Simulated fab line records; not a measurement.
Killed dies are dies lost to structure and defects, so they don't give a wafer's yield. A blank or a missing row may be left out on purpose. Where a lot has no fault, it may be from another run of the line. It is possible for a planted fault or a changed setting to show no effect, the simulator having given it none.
A struck lot beside a sound one	flow sky130	20 steps out of a route of 708
Sound: wafers L122.1, L122.3, L122.5. Struck: wafer L125.4. The cause comes at the end.
Each step with rows lists, per side, the tool, then ch with its chambers, then its first start. Under that, the readings that differ: sound wafers	struck wafers	difference of the means	sigmas: that difference in standard deviations of wafers without a fault.
alike: same words and numbers on both sides, and readings whose means sit less than 2 such deviations apart. not compared: any withheld reading, any reading some wafer has no value for, any bound like >300 that may hide the same value, and any number with overlapping values for which the record gives no deviation.
A row with sigmas, a row that says differs or no value, or rows on one side alone: a step with any of these is where the two part. Numbers that don't overlap but have no deviation are shown without sigmas and don't part them. Lack of a reading on every wafer of one side parts them only where that side has two or more wafers.

first, 1 step without rows for these wafers: SKY_FIELD_ISO_DEVELOP_12 (develop time 60 s).
SKY_FIELD_ISO_CD_MEAS_13: the cd target is 150 nm.
  sound on cdSem-02, day 4 03:33; struck on cdSem-02, day 4 19:03
  alike: cdNm
SKY_FIELD_ISO_ETCH_14: etches BARC in N2/H2, stops on SiO2, time 45.9 s, target depth 60 nm.
  sound on rieDiel-04 ch 0,1,2, day 4 03:40; struck on rieDiel-04 ch 3, day 4 19:07
  alike: drypumpMotorCurrentA, oesProductAu, throttleValvePct
  not compared: rfHoursCounterH
SKY_FIELD_ISO_ETCH_15: etches the open film in CHF3/O2, stops on Si, target depth 180 nm, time 72 s.
  sound on rieDiel-04 ch 0,1,2, day 4 03:43; struck on rieDiel-04 ch 3, day 4 19:10
  alike: drypumpMotorCurrentA, oesProductAu, throttleValvePct
  not compared: rfHoursCounterH
SKY_FIELD_ISO_STRIP_16: strips in O2/N2.
  sound on plasmaAsher-03 ch 0, day 4 03:46; struck on plasmaAsher-02 ch 1, day 4 19:15
  alike: drypumpMotorCurrentA, oesProductAu, stripTimeToEndpointS
  not compared: rfHoursCounterH
SKY_FIELD_ISO_ETCH_17: etches Si in HBr/Cl2/O2, target depth 342 nm, time 97.7 s.
  sound on rieSi-01 ch 0,1,2, day 4 03:52; struck on rieSi-01 ch 3, day 4 19:19
  alike: drypumpMotorCurrentA, oesProductAu, throttleValvePct
  not compared: rfHoursCounterH
then, 5 steps without rows for these wafers: SKY_FIELD_ISO_WET_ETCH_18 (etches Si3N4 in H3PO4, target depth 25 nm, time 286 s); SKY_FIELD_ISO_CLEAN_19 (cleans in SC1/SC2, time 150 s); SKY_FIELD_ISO_CLEAN_20 (cleans in dHF, time 20 s); SKY_FIELD_ISO_WET_ETCH_21 (etches SiO2 in dHF, target depth 20 nm, time 400 s); SKY_FIELD_ISO_OXIDATION_22 (stabilise 600 s, purge 300 s, target thk 10 nm).
SKY_FIELD_ISO_THK_MEAS_23:
  sound on filmMetro-04, day 4 05:49; struck on filmMetro-01, day 4 20:52
  alike: FIELD_ISO_OXIDATION_01_THK
SKY_FIELD_ISO_CVD_24: deposits SiO2, target thk 595 nm, time 99.2 s.
  sound on hdpcvd-01 ch 0,1,2, day 4 05:52; struck on hdpcvd-01 ch 0, day 4 20:55
reading	sound	struck	difference	sigmas
model.SiO2_of_FIELD_ISO_CVD_24.thkNm (nm)	581.3 574.6 576.1	331.8	-245.5	
SKY_FIELD_ISO_THK_MEAS_25:
  sound on filmMetro-01, day 4 05:56; struck on filmMetro-03, day 4 21:13
reading	sound	struck	difference	sigmas
FIELD_ISO_CVD_24_THK (nm)	581 574 576	332	-245	-35
  not compared: hold
SKY_FIELD_ISO_CMP_27: polishes, stops on Si3N4, t overpolish 16 s, target thk 457.8 nm.
  sound on cmp-01 ch 1,3, day 4 07:30; struck on cmp-01 ch 2, day 5 02:11
reading	sound	struck	difference	sigmas
motorCurrentA (A)	13.6 13.6 13.7	10.2	-3.4	-2
timeToEndpointS (s)	99 101 101	54	-46	-9
then, 2 steps without rows for these wafers: SKY_FIELD_ISO_WET_ETCH_28 (etches SiO2 in dHF, target depth 23.7 nm, time 47 s); SKY_FIELD_ISO_WET_ETCH_29 (etches Si3N4 in H3PO4, target depth 160 nm, time 1825 s).
SKY_FIELD_ISO_WET_ETCH_30: etches SiO2 in dHF, target depth 25 nm, time 50 s.
  sound on wetBench-02 ch 2, day 4 08:20; struck on wetBench-02 ch 2, day 5 02:58
reading	sound	struck	difference	sigmas
model.SiO2_of_FIELD_ISO_CVD_24.thkNm (nm)	404 406.1 404.1	279	-126	
then, 1 step without rows for these wafers: SKY_NWELL_CLEAN_00 (cleans in SC1/SC2, time 150 s).
-- the record jumps here: 44 days lie between the struck wafers' starts before and after (it left off in module NWELL and takes up again in module PAD_OPEN, whose first step shown is number 708 of the route) --
SKY_PAD_OPEN_PROBE_99:
  record: rows for the struck wafers here (prober-02, day 48 16:49), none for the sound ones

== WHERE THEY PART ==
Last at SKY_PAD_OPEN_PROBE_99 as far as this record goes, first at SKY_FIELD_ISO_THK_MEAS_25.

WHY: what the simulator had put in
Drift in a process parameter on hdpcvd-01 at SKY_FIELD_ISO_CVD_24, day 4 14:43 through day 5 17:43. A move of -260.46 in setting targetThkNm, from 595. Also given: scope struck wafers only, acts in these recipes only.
